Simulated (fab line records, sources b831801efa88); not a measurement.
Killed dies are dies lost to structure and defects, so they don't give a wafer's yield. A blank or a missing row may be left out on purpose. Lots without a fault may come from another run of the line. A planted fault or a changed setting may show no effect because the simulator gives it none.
Which tool did it? | flow gf180mcu | 6 lots, 18 wafers sampled, at 2 steps of a route of 602

WHAT THE GAUGES READ, wafer by wafer
GF_NSD_OVL_MEAS_08.
lot  | measured     | on         | NSD_OVL (nm)
L785 | day 13 18:08 | overlay-02 | 2.6 1.8 1.5
L787 | day 14 08:55 | overlay-02 | -3.8 -1.4 -1.2
L792 | day 16 02:06 | overlay-01 | -2.0 -0.1 -0.4
L795 | day 17 09:53 | overlay-02 | 0.3 1.8 0.4
L799 | day 18 13:51 | overlay-01 | -1.2 -0.8 -1.4
L806 | day 20 18:44 | overlay-02 | -0.1 -0.2 -1.8

WHICH TOOL RAN EACH LOT (tool, then ch and the chambers of the sampled wafers, then the start)
lot  | GF_HV_LDD_CLEAN_51
L785 | wet_bench-01 ch 2, day 12 18:57
L787 | wet_bench-03 ch 0, day 13 09:05
L792 | wet_bench-03 ch 1, day 15 00:22
L795 | wet_bench-04 ch 2, day 16 02:50
L799 | wet_bench-04 ch 1, day 17 10:58
L806 | wet_bench-03 ch 0, day 19 15:27
- GF_HV_LDD_CLEAN_51: cleans in SC1/SC2, time 150 s.

THE ANSWER, worked out from the rows above alone
Rule: what is usual is taken from the lots themselves. Put in order of their means at a reading, lots are off if they are a third of the lots or fewer, leave a main group of 4 or more, and stand apart from it by a gap of 3 or more times the standard deviation of the main group's means; of several such gaps the widest counts. A main group whose means are all the same, to the digits that the tables above print for the reading, isn't used. A lot without any number at a reading at which 4 lots or more have one is off too. The other lots that the step has rows for count as sound.
No lot is off at any reading shown: from this, nothing can be told.

WHAT THE SIMULATOR HAD PUT IN
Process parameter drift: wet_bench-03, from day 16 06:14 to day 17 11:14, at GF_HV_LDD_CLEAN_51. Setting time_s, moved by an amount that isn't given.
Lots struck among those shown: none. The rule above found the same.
